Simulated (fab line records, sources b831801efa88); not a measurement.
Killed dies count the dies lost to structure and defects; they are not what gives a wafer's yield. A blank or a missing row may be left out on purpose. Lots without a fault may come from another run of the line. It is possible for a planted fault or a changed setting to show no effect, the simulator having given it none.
A single fault, viewed from 2 desks :: flow sky130 :: every desk sees just its own numbers, and what lay behind them comes last

== FROM THE METROLOGY DESK ==
What the gauges read for every lot (on any tool): the sampled wafers with a number, averaged. Any lot whose mean is over 4 standard deviations away from the usual mean is out of limits and marked OUT; that distance is given in the brackets.
Columns: A = VIA3_W_RS at SKY_VIA3_RS_MEAS_22, usual 0.292 ohm/sq; B = VIA3_W_THK at SKY_VIA3_THK_MEAS_23, usual 389 nm; C = CAP2M_CVD_00_THK at SKY_CAP2M_THK_MEAS_01, usual 15.55 nm; D = CAP2M_TIN_RS at SKY_CAP2M_RS_MEAS_03, usual 6.89 ohm/sq; E = CAP2M_TIN_THK at SKY_CAP2M_THK_MEAS_04, usual 200.1 nm; F = CAP2M_OVL at SKY_CAP2M_OVL_MEAS_12, usual 0.5 nm; G = cdNm at SKY_METAL4_CD_MEAS_13, usual 300.2 nm
lot: L597
first seen here: day 39 13:49
A: 0.291
B: 392
C: 15.60
D: 6.87
E: 201.2
F: 1.1
G: 299.6

lot: L599
first seen here: day 40 07:12
A: 0.294
B: 388
C: 15.53
D: 6.82
E: 201.2
F: 1.0
G: 299.1

lot: L601
first seen here: day 41 03:29
A: 0.293
B: 388
C: 15.43
D: 6.94
E: 198.7
F: 0.2
G: 301.2

lot: L615
first seen here: day 44 19:38
A: 0.294
B: 385
C: 15.61
D: 6.83
E: 200.4
F: 2.3
G: 299.2

lot: L616
first seen here: day 45 03:02
A: 0.288
B: 397
C: 15.42
D: 6.90
E: 200.4
F: 0.3
G: 300.1

lot: L619
first seen here: day 45 22:33
A: 0.294
B: 389
C: 15.82
D: 6.79
E: 201.8
F: 0.8
G: 301.4
This desk's finding: nothing out of limits on any of the 6 lots.

== FOR THE TOOL OWNER'S DESK: pvdSputter-04 ==
The tool's own readings at SKY_METAL4_SPUTTER_02 (material AlCu, target thk 735 nm, time 39.1 s): means of the sampled wafers that have a number, for each lot that ran on this tool. Any lot whose mean is over 4 standard deviations away from the usual mean is out of limits and marked OUT; that distance is given in the brackets.
Columns: A = chamberPressurePa at SKY_METAL4_SPUTTER_02, usual 0.4000 Pa; B = throttleValvePct at SKY_METAL4_SPUTTER_02, usual 29.8 %
lot: L597
first seen here: day 39 14:21
A: 0.3996
B: 29.6

lot: L599
first seen here: day 40 07:43
A: 0.3799 (-26) OUT
B: 31.3

lot: L601
first seen here: day 41 03:59
A: 0.3800 (-26) OUT
B: 30.3

lot: L616
first seen here: day 45 03:34
A: 0.4000
B: 29.6

lot: L619
first seen here: day 45 23:04
A: 0.3996
B: 30.3
This desk's finding: out of limits on L599, L601; first on L599, day 40 07:43 (chamberPressurePa at SKY_METAL4_SPUTTER_02). L597, L616, L619 stayed within limits.

== TAKEN TOGETHER ==
The tool owner's desk had the chance to raise an alarm at day 40 07:43 on L599, L601.
At the metrology desk, nothing out of limits was observed.
The metrology desk has L599, L601 on record, within its limits.
The lots listed all ran SKY_METAL4_SPUTTER_02 on pvdSputter-04.

== WHAT WAS PUT IN BY THE SIMULATOR ==
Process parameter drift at SKY_METAL4_SPUTTER_02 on pvdSputter-04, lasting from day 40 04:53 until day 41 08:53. From 0.4, the setting chamberPressurePa moved by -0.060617. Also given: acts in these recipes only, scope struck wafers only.
Struck lots among those shown: L599, L601.
Each desk's first reading out of limits, in hours after the fault started: the tool owner's desk, 3.
